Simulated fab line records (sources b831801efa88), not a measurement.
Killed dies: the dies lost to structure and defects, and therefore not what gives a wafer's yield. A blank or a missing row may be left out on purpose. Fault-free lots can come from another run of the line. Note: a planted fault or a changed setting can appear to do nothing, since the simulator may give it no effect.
fab line records | flow sky130
record lots=12 wafers=36 last-day=50
route steps=708 shown SD_P@327 SD_N@349 LI_CONTACT@376 PAD_OPEN@708
lots with no fault: from the same line, run without faults
start-h: the number of hours between the record's first day and the start of the first shown wafer of the lot | wait-h: how many hours have passed since the lot's step before this one | " as in the row above | L1.1+2: a row that stands for several wafers | - either no value or no given start | * or withheld: withheld | < > ~ a bound
route shown NAME@n: NAME is a module with steps in the file, n the number in the route of the first one | usual: average and standard deviation across the fault-free wafers | same: alike in all rows | chamber/n: place in a boat | sites: each site's reading | _std_site: standard deviation across them | _edge_site: mean of outer sites minus mean of inner sites | radius-mm: how far each site lies from the wafer's centre | mask NAME#n: copy n | behind: tool/chamber where the wafer was last shaped | hold: why the lot went on hold/how many hours it stayed there/how the hold came to an end | device: which transistor (n, p or np) failed to switch | end of line: at the end of the route, the tests of the same wafers | a step with no rows: only its recipe | killed: count of dies lost to structure and defects at first sort (not the wafer's yield) | map: a wafer's dies, x killed, . not, _ none there
set.NAME: setting as actually run; set.NAME@STEP: the setting as run at that earlier step | model.NAME: the simulator's own value behind a step, which no gauge read
steps of the route over a sample of lots; a table a step, a row a wafer
services: a tool's chamber out of use, with start hour (start-h, from the record's first day; less than 0 if before it), hours out, and reason
## steps
# step SKY_SD_P_CD_MEAS_07
# recipe target-cd-nm=380
# usual cd-nm=380.7/2.5
# columns lot.wafer tool chamber start-h wait-h cd-nm
L948.2 cd-sem-02 - 586.84 0.1 386.1
L948.3 " - " " 383.6
L948.5 " - " " 384.4
L949.2 cd-sem-02 - 601.41 0.1 381.4
L949.4 " - " " 380.2
L949.6 " - " " 383.4
L950.1 cd-sem-01 - 608.98 0.1 378.0
L950.2 " - " " 377.9
L950.3 " - " " 377.6
L951.2 cd-sem-01 - 620.09 0.1 378.1
L951.4 " - " " 380.5
L951.6 " - " " 379.3
L961.1 cd-sem-02 - 700.29 0.1 384.3
L961.4 " - " " 385.2
L961.6 " - " " 385.3
L963.1 cd-sem-02 - 723.19 0.1 378.6
L963.2 " - " " 378.1
L963.6 " - " " 379.3
L964.1 cd-sem-01 - 727.68 0.1 379.7
L964.2 " - " " 380.6
L964.3 " - " " 379.9
L966.2 cd-sem-01 - 735.35 0.1 379.2
L966.3 " - " " 378.8
L966.4 " - " " 381.2
L967.2 cd-sem-02 - 749.30 0.1 379.0
L967.3 " - " " 382.7
L967.5 " - " " 382.0
L969.1 cd-sem-02 - 757.79 0.1 383.4
L969.3 " - " " 385.0
L969.5 " - " " 384.9
L968.1 cd-sem-01 - 761.99 0.1 381.7
L968.2 " - " " 380.1
L968.4 " - " " 377.7
L970.1 cd-sem-01 - 773.68 0.1 383.3
L970.4 " - " " 380.3
L970.6 " - " " 384.0
# step SKY_SD_N_CD_MEAS_07
# recipe target-cd-nm=380
# usual cd-nm=380.2/2.6
# columns lot.wafer tool chamber start-h wait-h cd-nm
L948.2 cd-sem-02 - 645.55 0.1 380.5
L948.3 " - " " 377.7
L948.5 " - " " 382.3
L949.2 cd-sem-01 - 658.50 0.1 383.9
L949.4 " - " " 381.6
L949.6 " - " " 383.1
L950.1 cd-sem-02 - 667.13 0.1 382.6
L950.2 " - " " 382.1
L950.3 " - " " 382.0
L951.2 cd-sem-02 - 677.54 0.1 382.2
L951.4 " - " " 379.7
L951.6 " - " " 380.1
L961.1 cd-sem-02 - 755.88 0.1 383.5
L961.4 " - " " 382.4
L961.6 " - " " 384.2
L963.1 cd-sem-02 - 778.43 0.1 378.1
L963.2 " - " " 376.9
L963.6 " - " " 379.2
L964.1 cd-sem-01 - 782.17 0.1 383.9
L964.2 " - " " 381.6
L964.3 " - " " 383.0
L966.2 cd-sem-02 - 789.65 0.1 383.5
L966.3 " - " " 383.5
L966.4 " - " " 383.5
L967.2 cd-sem-02 - 802.55 0.1 378.3
L967.3 " - " " 377.8
L967.5 " - " " 378.8
L969.1 cd-sem-02 - 810.54 0.1 377.7
L969.3 " - " " 376.0
L969.5 " - " " 377.1
L968.1 cd-sem-02 - 815.02 0.1 376.7
L968.2 " - " " 375.5
L968.4 " - " " 375.4
L970.1 cd-sem-01 - 826.18 0.1 381.3
L970.4 " - " " 379.3
L970.6 " - " " 379.3
# step SKY_LI_CONTACT_ETCH_14
# recipe chemistry=N2/H2 target=BARC ion-energy-ev=200 source-w=500 bias-w=100 pressure-mtorr=30 n2-flow-sccm=100 h2-flow-sccm=200 stop-on=SiO2 time-s=45.9 target-depth-a=600
# usual drypump-motor-current-A=5.8/0.46 oes-product-au=0.854/0.0051 run-length-s=74.5/0.45 throttle-valve-pct=13.224/0.0086
# columns lot.wafer tool chamber start-h wait-h drypump-motor-current-A oes-product-au rf-hours-counter-h run-length-s throttle-valve-pct
L948.2 rie-diel-04 1 676.17 0.0 6.5 0.854 2 74.6 13.210
L948.3 " 0 " " 5.5 0.858 10 74.5 13.230
L948.5 " 1 " " 6.5 0.855 - 74.4 13.208
L949.2 rie-diel-04 0 688.97 0.0 5.5 0.853 10 74.5 13.227
L949.4 " 3 " " 6.0 0.857 - 74.0 13.219
L949.6 " 0 " " 5.6 0.852 - 74.9 13.230
L950.1 rie-diel-04 0 696.57 0.0 5.5 1.019 10 53.5 13.224
L950.2 " 1 " " 6.6 0.991 3 53.8 13.238
L950.3 " 3 " " 6.0 0.994 41 52.9 13.234
L951.2 rie-diel-04 2 706.95 0.0 5.0 1.018 0 53.6 13.245
L951.4 " 0 " " 5.5 1.017 - 53.6 13.238
L951.6 " 2 " " 5.0 1.010 - 53.6 13.233
L961.1 rie-diel-02 2 785.00 0.0 5.8 0.847 15 75.0 13.204
L961.4 " 0 " " 4.8 0.851 7 74.4 13.240
L961.6 " 3 " " 6.0 0.861 - 73.4 13.218
L963.1 rie-diel-02 3 807.08 0.0 6.0 0.855 15 73.5 13.223
L963.2 " 2 " " 5.8 0.855 16 74.8 13.223
L963.6 " 3 " " 6.0 0.852 - 73.6 13.233
L964.1 rie-diel-01 1 810.42 0.0 5.4 0.858 1 74.7 13.228
L964.2 " 3 " " 5.8 0.851 9 74.2 13.236
L964.3 " 2 " " 5.9 0.855 12 74.1 13.231
L966.2 rie-diel-04 2 818.55 0.0 5.0 0.861 4 75.6 13.225
L966.3 " 0 " " 5.5 0.850 14 74.7 13.227
L966.4 " 0 " " 5.5 0.853 - 74.6 13.211
L967.2 rie-diel-01 0 831.17 0.0 6.3 0.847 13 74.9 13.205
L967.3 " 3 " " 5.8 0.846 10 74.4 13.224
L967.5 " 1 " " 5.4 0.856 - 74.8 13.234
L969.1 rie-diel-02 3 838.95 0.0 6.0 0.847 16 73.6 13.237
L969.3 " 2 " " 5.8 0.854 17 74.8 13.221
L969.5 " 1 " " 5.9 0.847 - 73.9 13.223
L968.1 rie-diel-02 3 844.35 0.0 6.0 0.849 16 73.7 13.213
L968.2 " 2 " " 5.8 0.850 17 75.4 13.239
L968.4 " 3 " " 6.0 0.862 - 74.1 13.229
L970.1 rie-diel-02 1 854.40 0.0 5.9 0.866 24 73.8 13.212
L970.4 " 3 " " 6.0 0.855 17 73.4 13.235
L970.6 " 0 " " 4.8 0.859 - 74.7 13.215
# step SKY_LI_CONTACT_ETCH_15
# recipe target=PSG chemistry=C4F8/O2/Ar stop-on=Si taper-deg=4.15 mask-material=KrF-thick source-w=1500 bias-w=1200 pressure-mtorr=40 c4f8-flow-sccm=withheld O2_flow_sccm=6 Ar_flow_sccm=300 time-s=withheld target-depth-a=6000
# usual oes-product-au=0.837/0.0046
# columns lot.wafer tool chamber start-h wait-h oes-product-au
L948.2 rie-diel-04 1 676.21 0.0 0.837
L948.3 " 0 " " 0.832
L948.5 " 1 " " 0.832
L949.2 rie-diel-04 0 689.01 0.0 0.834
L949.4 " 3 " " 0.832
L949.6 " 0 " " 0.836
L950.1 rie-diel-04 0 696.61 0.0 0.840
L950.2 " 1 " " 0.833
L950.3 " 3 " " 0.843
L951.2 rie-diel-04 2 706.99 0.0 0.841
L951.4 " 0 " " 0.841
L951.6 " 2 " " 0.849
L961.1 rie-diel-02 2 785.04 0.0 0.841
L961.4 " 0 " " 0.847
L961.6 " 3 " " 0.841
L963.1 rie-diel-02 3 807.13 0.0 0.827
L963.2 " 2 " " 0.840
L963.6 " 3 " " 0.841
L964.1 rie-diel-01 1 810.47 0.0 0.831
L964.2 " 3 " " 0.842
L964.3 " 2 " " 0.844
L966.2 rie-diel-04 2 818.59 0.0 0.840
L966.3 " 0 " " 0.835
L966.4 " 0 " " 0.841
L967.2 rie-diel-01 0 831.21 0.0 0.833
L967.3 " 3 " " 0.837
L967.5 " 1 " " 0.835
L969.1 rie-diel-02 3 838.99 0.0 0.848
L969.3 " 2 " " 0.841
L969.5 " 1 " " 0.839
L968.1 rie-diel-02 3 844.39 0.0 0.836
L968.2 " 2 " " 0.836
L968.4 " 3 " " 0.841
L970.1 rie-diel-02 1 854.44 0.0 0.839
L970.4 " 3 " " 0.845
L970.6 " 0 " " 0.836
# step SKY_LI_CONTACT_STRIP_16
# recipe chemistry=O2/N2 power-w=1400 pressure-mtorr=1500 platen-temp-c=withheld o2-flow-sccm=3000 n2-flow-sccm=300 overash-fraction=0.5
# usual drypump-motor-current-A=5.69/0.16 oes-product-au=0.374/0.0043 strip-time-to-endpoint-s=3.48/0.032
# columns lot.wafer tool chamber start-h wait-h drypump-motor-current-A oes-product-au rf-hours-counter-h strip-time-to-endpoint-s
L948.2 plasma-asher-03 0 676.30 - 5.54 0.371 22 3.47
L948.3 " 1 " " 5.86 0.369 - 3.46
L948.5 " 0 " " 5.53 0.380 - 3.50
L949.2 plasma-asher-02 1 689.10 - 5.63 0.362 57 3.42
L949.4 " 0 " " 5.65 0.373 - 3.46
L949.6 " 0 " " 5.64 0.384 - 3.44
L950.1 plasma-asher-03 0 696.70 - 5.54 0.387 24 3.64
L950.2 " 1 " " 5.89 0.383 24 3.71
L950.3 " 1 " " 5.88 0.382 - 3.68
L951.2 plasma-asher-03 1 707.07 - 5.89 0.375 25 3.69
L951.4 " 0 " " 5.52 0.382 - 3.68
L951.6 " 0 " " 5.52 0.389 - 3.69
L961.1 plasma-asher-03 1 785.12 - 5.91 0.380 32 3.50
L961.4 " 0 " " 5.54 0.371 - 3.47
L961.6 " 0 " " 5.53 0.370 - 3.45
L963.1 plasma-asher-03 0 807.21 - 5.54 0.380 34 3.45
L963.2 " 1 " " 5.92 0.373 34 3.53
L963.6 " 0 " " 5.54 0.376 - 3.44
L964.1 plasma-asher-02 0 810.55 - 5.65 0.379 70 3.51
L964.2 " 1 " " 5.63 0.378 70 3.51
L964.3 " 1 " " 5.63 0.371 - 3.47
L966.2 plasma-asher-03 0 818.67 - 5.53 0.367 35 3.46
L966.3 " 1 " " 5.85 0.370 - 3.46
L966.4 " 0 " " 5.53 0.374 - 3.46
L967.2 plasma-asher-02 1 831.30 - 5.62 0.376 72 3.50
L967.3 " 1 " " 5.64 0.373 - 3.54
L967.5 " 1 " " 5.64 0.377 - 3.49
L969.1 plasma-asher-01 1 839.07 - 5.45 0.376 10 3.43
L969.3 " 1 " " 5.45 0.379 - 3.48
L969.5 " 1 " " 5.46 0.370 - 3.46
L968.1 plasma-asher-02 0 844.47 - 5.67 0.375 74 3.47
L968.2 " 1 " " 5.61 0.385 74 3.47
L968.4 " 0 " " 5.66 0.377 - 3.45
L970.1 plasma-asher-03 0 854.52 - 5.53 0.375 39 3.50
L970.4 " 1 " " 5.90 0.372 - 3.43
L970.6 " 0 " " 5.52 0.368 - 3.43
# step SKY_PAD_OPEN_PROBE_99
# usual killed_at_M0_to_M3=44/7.2 killed_at_M4_up=3.0/1.9 killed-at-contacts=25/4.8 killed-at-front-end=16/4.2 killed-at-other=0.2/0.44 killed-dies=88/9.3 killed-open=48/7.1 killed-short=40/6.5
# same gross-dies=492 killed-at-back-side=0
# columns lot.wafer tool chamber start-h wait-h killed_at_M0_to_M3 killed_at_M4_up killed-at-contacts killed-at-front-end killed-at-other killed-dies killed-open killed-short
L950.2 prober-01 - 1086.71 0.1 44 3 30 19 0 96 56 40
L951.2 prober-01 - 1099.96 0.1 40 1 26 16 0 83 53 30
L951.6 prober-01 - 1100.16 0.2 45 4 24 18 0 91 54 37
# killed by level:class
L950.2 CONTACT:geometric-particle:open=9 VIA2:geometric-particle:open=9 VIA3:geometric-particle:open=9 POLY_GATE:geometric-particle:open=7 FIELD_ISO:geometric-particle:open=6 LI_CONTACT:geometric-particle:open=6 CONTACT:geometric-particle:short=5 LI_CONTACT:geometric-particle:short=5
L951.2 VIA1:geometric-particle:open=12 CONTACT:geometric-particle:open=11 POLY_GATE:geometric-particle:open=8 LI_CONTACT:geometric-particle:open=7 VIA3:geometric-particle:open=6 METAL1:geometric-particle:short=6 LI_CONTACT:geometric-particle:short=3 METAL2:geometric-particle:short=3
L951.6 VIA2:geometric-particle:open=14 VIA1:geometric-particle:open=8 CONTACT:geometric-particle:open=8 LI_CONTACT:geometric-particle:open=7 VIA3:geometric-particle:short=5 FIELD_ISO:geometric-particle:open=4 POLY_GATE:geometric-particle:open=4 VIA2:geometric-particle:short=4
## services
# columns tool chamber start-h hours kind
plasma-asher-02 - 657.41 2.8 pm
rie-diel-01 2 676.88 3.9 repair
rie-diel-04 2 677.80 - clean
rie-diel-04 2 677.80 23.3 scheduled-down
rie-diel-04 2 677.80 23.3 vent-cycle
rie-diel-01 - 686.83 2.8 pm
plasma-asher-01 - 701.64 20.0 pm
rie-diel-04 3 701.99 23.6 repair
rie-diel-01 2 719.80 6.3 repair
rie-diel-04 1 725.20 24.6 repair
plasma-asher-01 - 733.75 9.0 pm
plasma-asher-03 - 734.96 14.6 pm
plasma-asher-01 - 736.25 8.4 repair
rie-diel-02 2 751.17 12.6 repair
rie-diel-04 3 766.33 - clean
rie-diel-04 3 766.33 23.0 scheduled-down
rie-diel-02 1 804.19 5.4 repair
rie-diel-04 3 811.65 16.3 repair
rie-diel-01 2 813.37 1.3 repair
rie-diel-01 2 823.04 22.0 repair
rie-diel-02 1 826.38 1.7 repair
rie-diel-04 1 828.89 10.4 repair
rie-diel-02 0 838.41 8.5 repair
plasma-asher-01 - 840.56 13.6 repair
## key
first-sign step=SKY_LI_CONTACT_ETCH_14 reading=run-length-s direction=down sigmas=47 usual=* struck=*
effect step=SKY_LI_CONTACT_ETCH_14 reading=oes-product-au direction=up sigmas=30 usual=0.854 struck=1.008
effect step=SKY_LI_CONTACT_STRIP_16 reading=strip-time-to-endpoint-s direction=up sigmas=6.3 usual=* struck=*
met-at SKY_LI_CONTACT_ETCH_14
struck-lots L950,L951
tester-left-out L950,L951
not-acting-at SKY_SD_P_CD_MEAS_07,SKY_SD_N_CD_MEAS_07,SKY_LI_CONTACT_ETCH_15
onset-between 688.97 696.57
fault kind=process-parameter-drift tool=rie-diel-04 chamber=- onset-h=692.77 steps=SKY_LI_CONTACT_ETCH_14 channel=time-s offset=* shape=step end-h=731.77 acts-in=* stated=*
# tester-left-out: of these lots the tester's yield and bins aren't shown, on N5 and GAA mostly nor the transistor test; their killed dies are dies lost to structure and defects alone, not to doping, threshold or leakage, so they don't give the yield
